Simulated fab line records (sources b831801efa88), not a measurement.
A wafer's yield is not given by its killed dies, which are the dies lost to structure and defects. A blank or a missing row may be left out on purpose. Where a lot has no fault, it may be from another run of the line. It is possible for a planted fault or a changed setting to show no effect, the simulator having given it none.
Which tool is to blame? ; flow gf180mcu ; Sampling: 13 lots, 39 wafers, 3 of 602 route steps

## WHAT EACH GAUGE READ, for each wafer
GF_V2_THK_MEAS_03. Usual: V2_CVD_02_THK typically reads 848 nm, with standard deviation 12.
lot;measured;on;V2_CVD_02_THK (nm);flag
L644;day 19 11:32;film_metro-01;858 867 864;
L645;day 20 01:41;film_metro-02;837 855 844;
L646;day 20 08:41;film_metro-02;853 858 866;
L647;day 21 01:20;film_metro-01;865 861 848;
L648;day 21 08:24;film_metro-02;845 847 866;
L650;day 22 09:07;film_metro-03;844 833 861;
L653;day 23 06:22;film_metro-01;830 851 843;
L656;day 23 23:35;film_metro-01;842 843 857;
L659;day 25 08:38;film_metro-03;841 851 851;
L660;day 25 10:10;film_metro-03;827 841 844;
L661;day 25 17:48;film_metro-03;846 846 859;
L664;day 26 11:16;film_metro-02;859 856 869;
L667;day 27 11:58;film_metro-03;828 851 839;

GF_M4_THK_MEAS_06: measures by xrf. Usual: M4_ALCU_THK typically reads 442 nm, with standard deviation 6.3.
lot;measured;on;M4_ALCU_THK (nm);flag
L644;day 22 16:55;film_metro-02;447 445 442;
L645;day 23 06:59;film_metro-04;441 442 440;
L646;day 23 13:42;film_metro-01;440 440 441;
L647;day 24 05:28;film_metro-01;449 444 444;
L648;day 24 11:47;film_metro-04;436 426 430;
L650;day 25 10:10;film_metro-04;433 433 440;
L653;day 26 07:18;film_metro-01;446 438 446;
L656;day 26 21:19;film_metro-04;445 437 444;
L659;day 28 03:28;film_metro-04;438 439 439;
L660;day 28 06:47;film_metro-02;455 450 446;
L661;day 28 13:10;film_metro-02;436 447 435;
L664;day 29 05:37;film_metro-02;446 444 437;
L667;day 30 05:20;film_metro-02;450 444 439;

## WHICH TOOL RAN EACH LOT (tool, then ch and the chambers of the sampled wafers, then the start)
lot;GF_V2_SPUTTER_21
L644;pvd_sputter-03, day 20 12:44
L645;pvd_sputter-02, day 21 02:52
L646;pvd_sputter-03, day 21 10:35
L647;pvd_sputter-02, day 22 02:38
L648;pvd_sputter-03, day 22 09:14
L650;pvd_sputter-02, day 23 08:58
L653;pvd_sputter-03, day 24 07:41
L656;pvd_sputter-02, day 24 23:10
L659;pvd_sputter-03, day 26 07:10
L660;pvd_sputter-03, day 26 08:56
L661;pvd_sputter-04, day 26 16:56
L664;pvd_sputter-02, day 27 09:32
L667;pvd_sputter-04, day 28 10:20
- GF_V2_SPUTTER_21: material Ti, target thk 15 nm, time 80.02 s.

## WHAT THE TOOLS THEMSELVES READ (means of the sampled wafers that have a number; where no wafer has one, the mark that the record gives instead)
GF_V2_SPUTTER_21. Usual: throttle_valve_pct 30.0 %, standard deviation 1.3.
lot;tool;throttle_valve_pct (%);flag
L644;pvd_sputter-03;31.2;
L645;pvd_sputter-02;29.1;
L646;pvd_sputter-03;31.5;
L647;pvd_sputter-02;29.5;
L648;pvd_sputter-03;30.5;
L650;pvd_sputter-02;30.2;
L653;pvd_sputter-03;30.4;
L656;pvd_sputter-02;29.3;
L659;pvd_sputter-03;30.9;
L660;pvd_sputter-03;30.6;
L661;pvd_sputter-04;31.2;
L664;pvd_sputter-02;30.0;
L667;pvd_sputter-04;29.6;

## THE ANSWER, worked out from the rows above alone
Rule: take the mean of a lot's wafers that have a number; if it is more than 3 standard deviations from the usual mean, the lot is off. Also off: a lot with no number at a reading for which 4 or more lots have one. Where the step has rows for the other lots, those lots are counted as sound. After the gauges, taken in route order, come the tools' own readings; for these a lot's mean is taken, as printed above. The first step at which some lot is off is used, and at that step the reading that is off furthest; a lot without a number counts as furthest.
Across all readings shown, no lot is off: no conclusion can be drawn from this.

## WHAT THE SIMULATOR HAD INSERTED
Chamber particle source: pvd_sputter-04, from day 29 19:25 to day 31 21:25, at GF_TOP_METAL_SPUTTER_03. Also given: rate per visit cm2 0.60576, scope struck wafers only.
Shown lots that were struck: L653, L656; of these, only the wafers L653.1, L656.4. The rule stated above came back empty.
